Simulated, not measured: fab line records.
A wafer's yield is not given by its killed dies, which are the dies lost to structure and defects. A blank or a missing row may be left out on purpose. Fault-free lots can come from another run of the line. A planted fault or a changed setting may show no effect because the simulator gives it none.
Code-filled problem report in 8D (eight disciplines) form || flow gf180mcu || the parts of the form that need people (team, actions taken, sign-off) are left out

## 1. PROBLEM STATEMENT
Wafers free of any fault read 207.0 nm (standard deviation 1.8) for STI_CVD_03_THK at GF_STI_THK_MEAS_04, against a mean of 225.7 nm on 6 wafers of 2 lots. That puts it +10 standard deviations away from the usual mean.
Earliest sighting: wafer L593.2 on film_metro-01 at day 5 07:42. The record holds 36 wafers of 12 lots with a number at this step. Rule for "out", or "out of limits": more than 4 standard deviations from the usual mean. Any other wafer with a number is counted as sound.

## 2. WHAT IT IS AND WHAT IT IS NOT
{"question": "which readings at this step", "is": "STI_CVD_03_THK", "is not": "-"}
{"question": "which lots", "is": "L593, L597", "is not": "L576, L578, L581, L583, L585, L586, L587, L589, L594, L598"}
{"question": "which wafers of those lots", "is": "all that have a number", "is not": "-"}
{"question": "read on which gauges", "is": "film_metro-01, film_metro-04", "is not": "film_metro-03"}
{"question": "when", "is": "from day 5 07:42", "is not": "up to then (24 sound wafers); but 6 sound wafers of L594, L598 came after"}

## 3. WHAT RULES OUT EACH SUSPECT
Counting: a tool at any process step up to the reading remains a suspect when it ran all the lots that are out and ran no sound lot after the first of those.
- the gauge at GF_STI_THK_MEAS_04 has been ruled out. The wafers that are out were read on 2 gauges (film_metro-01, film_metro-04).
- lpcvd-02 at GF_STI_CVD_03 (deposits Si3N4 from DCS/NH3, target thk 207.16 nm, time 3551 s): kept. It ran every lot that is out, first L593 (day 5 05:42), and no sound lot after that; its last sound lot up to then is L589 (day 4 10:31). On those wafers its own readings are out: spike_tc_centre_C, zone_power_centre_pct.
Left after counting: lpcvd-02 at GF_STI_CVD_03.

## 4. THE CAUSE (what the simulator had put in)
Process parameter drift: lpcvd-02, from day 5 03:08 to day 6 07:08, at GF_STI_CVD_03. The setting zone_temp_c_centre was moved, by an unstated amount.
Counting left only this tool.

## 5. SEQUENCE OF EFFECTS, ordered by route
Each row: a reading whose mean over the struck wafers that have a number lies more than 3 standard deviations from the usual. Readings are gone through only where the record gives a usual standard deviation; hours: the median, over the lots, of the time from a lot's start at the first step in this table giving one to that lot's start at this step; sigmas: the change measured in usual standard deviations.
{"hours": 0, "step": "GF_STI_CVD_03", "reading": "spike_tc_centre_C", "usual": "770.2 C", "on struck wafers": 782.9, "change": "+12.7", "sigmas": "+9.1"}
{"hours": 0, "step": "GF_STI_CVD_03", "reading": "zone_power_centre_pct", "usual": "13.22 %", "on struck wafers": 16.77, "change": "+3.55", "sigmas": "+13"}
{"hours": 2, "step": "GF_STI_THK_MEAS_04", "reading": "STI_CVD_03_THK", "usual": "207.0 nm", "on struck wafers": 225.7, "change": "+18.7", "sigmas": "+10"}
{"hours": 18, "step": "GF_STI_ETCH_13", "reading": "oes_product_au", "usual": "0.832 a.u.", "on struck wafers": 0.873, "change": "+0.041", "sigmas": "+7.3"}
Here are the process steps it includes:
- GF_STI_CVD_03: deposits Si3N4 from DCS/NH3, target thk 207.16 nm, time 3551 s.
- GF_STI_ETCH_13: etches the open film in CHF3/O2, stops on Si, target depth 282.31 nm, time 112.9 s.
Later measuring or inspecting steps at which every struck wafer that the step has a row for has a number for every such reading, and none has moved that far: GF_SAB_OVL_MEAS_10, GF_V3_BOW_MEAS_05.

## 6. WHAT WOULD HAVE CAUGHT IT SOONER
Counted from the fault's start at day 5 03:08, it took 5 hours until the first out-of-limits reading at a measuring or inspecting step in this record, taken at day 5 07:42.
The tool's own readings at GF_STI_CVD_03 were out on every struck wafer that the step has a row for (spike_tc_centre_C, zone_power_centre_pct): an alarm limit on them would have fired on the first of those.
L597, from the lots that are out (2), started GF_STI_CVD_03 on lpcvd-02 later than day 5 07:42. A tool hold placed at that time would have kept it from harm.
